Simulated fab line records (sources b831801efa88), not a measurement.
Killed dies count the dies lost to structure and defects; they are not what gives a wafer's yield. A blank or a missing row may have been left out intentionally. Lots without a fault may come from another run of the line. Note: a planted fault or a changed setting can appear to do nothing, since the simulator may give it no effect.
Chamber matching / flow gf180mcu / GF_V4_CMP_04 on cmp-02 has 4 sister chambers
The step polishes SiO2. 18 wafers are shown with their chamber, then 9 later ones without.

WAFERS WITH THEIR CHAMBER
wafer=L274.1; chamber=2; motor current A (A)=11.6; time to endpoint s (s)=76; head pressure psi (psi)=3.985
wafer=L274.2; chamber=3; motor current A (A)=11.6; time to endpoint s (s)=76; head pressure psi (psi)=4.009
wafer=L274.4; chamber=1; motor current A (A)=12.4; time to endpoint s (s)=80; head pressure psi (psi)=4.012
wafer=L276.1; chamber=0; motor current A (A)=12.6; time to endpoint s (s)=77; head pressure psi (psi)=3.987
wafer=L276.2; chamber=2; motor current A (A)=11.4; time to endpoint s (s)=79; head pressure psi (psi)=4.000
wafer=L276.6; chamber=2; motor current A (A)=11.8; time to endpoint s (s)=87; head pressure psi (psi)=3.997
wafer=L277.2; chamber=3; motor current A (A)=11.7; time to endpoint s (s)=71; head pressure psi (psi)=3.998
wafer=L277.4; chamber=1; motor current A (A)=12.8; time to endpoint s (s)=75; head pressure psi (psi)=3.996
wafer=L277.5; chamber=0; motor current A (A)=13.3; time to endpoint s (s)=83; head pressure psi (psi)=4.015
wafer=L279.1; chamber=1; motor current A (A)=12.3; time to endpoint s (s)=75; head pressure psi (psi)=4.006
wafer=L279.2; chamber=3; motor current A (A)=11.7; time to endpoint s (s)=78; head pressure psi (psi)=3.996
wafer=L279.5; chamber=1; motor current A (A)=13.1; time to endpoint s (s)=82; head pressure psi (psi)=4.012
wafer=L280.1; chamber=2; motor current A (A)=10.6; time to endpoint s (s)=78; head pressure psi (psi)=3.990
wafer=L280.5; chamber=0; motor current A (A)=12.4; time to endpoint s (s)=84; head pressure psi (psi)=3.995
wafer=L280.6; chamber=3; motor current A (A)=12.0; time to endpoint s (s)=84; head pressure psi (psi)=4.008
wafer=L288.1; chamber=0; motor current A (A)=13.2; time to endpoint s (s)=80; head pressure psi (psi)=3.993
wafer=L288.2; chamber=1; motor current A (A)=12.4; time to endpoint s (s)=72; head pressure psi (psi)=4.000
wafer=L288.4; chamber=2; motor current A (A)=11.6; time to endpoint s (s)=78; head pressure psi (psi)=4.019

SIGNATURES, as means of the wafers listed above
reading=motor current A; chamber 0=12.875; chamber 1=12.600; chamber 2=11.400; chamber 3=11.750; scatter within a chamber=0.38
reading=time to endpoint s; chamber 0=81.00; chamber 1=76.80; chamber 2=79.60; chamber 3=77.25; scatter within a chamber=4.28
reading=head pressure psi; chamber 0=3.99750; chamber 1=4.00520; chamber 2=3.99820; chamber 3=4.00275; scatter within a chamber=0.0102
Rule: for a wafer and a chamber, the distance is found by dividing, reading by reading, the gap between the wafer's reading and the chamber's mean by the reading's scatter, squaring, summing and taking the root. The wafer belongs to the nearest chamber; if the next one is less than 2 further off, it can't be placed. The scatter is the square root of a quotient: the sum, over the shown wafers, of each reading's squared deviation from its chamber's mean, divided by wafers minus chambers.

WAFERS WITH NO CHAMBER GIVEN
wafer=L292.2; motor current A (A)=12.0; time to endpoint s (s)=79; head pressure psi (psi)=3.994
wafer=L292.3; motor current A (A)=11.4; time to endpoint s (s)=78; head pressure psi (psi)=3.983
wafer=L292.5; motor current A (A)=12.2; time to endpoint s (s)=81; head pressure psi (psi)=4.001
wafer=L293.3; motor current A (A)=13.7; time to endpoint s (s)=79; head pressure psi (psi)=4.001
wafer=L293.4; motor current A (A)=11.7; time to endpoint s (s)=80; head pressure psi (psi)=3.985
wafer=L293.5; motor current A (A)=13.3; time to endpoint s (s)=75; head pressure psi (psi)=3.990
wafer=L295.1; motor current A (A)=12.8; time to endpoint s (s)=88; head pressure psi (psi)=4.005
wafer=L295.2; motor current A (A)=11.6; time to endpoint s (s)=81; head pressure psi (psi)=4.012
wafer=L295.6; motor current A (A)=13.6; time to endpoint s (s)=91; head pressure psi (psi)=3.998

EACH ONE'S CHAMBER
wafer=L292.2; from the rows above=can't be placed: 3 or 2 or 1 or 0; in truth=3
wafer=L292.3; from the rows above=can't be placed: 2 or 3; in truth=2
wafer=L292.5; from the rows above=can't be placed: 3 or 1 or 0 or 2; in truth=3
wafer=L293.3; from the rows above=can't be placed: 0 or 1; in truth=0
wafer=L293.4; from the rows above=can't be placed: 2 or 3 or 1 or 0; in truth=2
wafer=L293.5; from the rows above=can't be placed: 0 or 1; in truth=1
wafer=L295.1; from the rows above=can't be placed: 0 or 1 or 3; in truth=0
wafer=L295.2; from the rows above=can't be placed: 3 or 2 or 1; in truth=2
wafer=L295.6; from the rows above=can't be placed: 0 or 1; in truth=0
Placed correctly: 0 of 9. Not placeable from these rows: 9 (in 9, the candidates include the true chamber). Placed wrongly: 0.
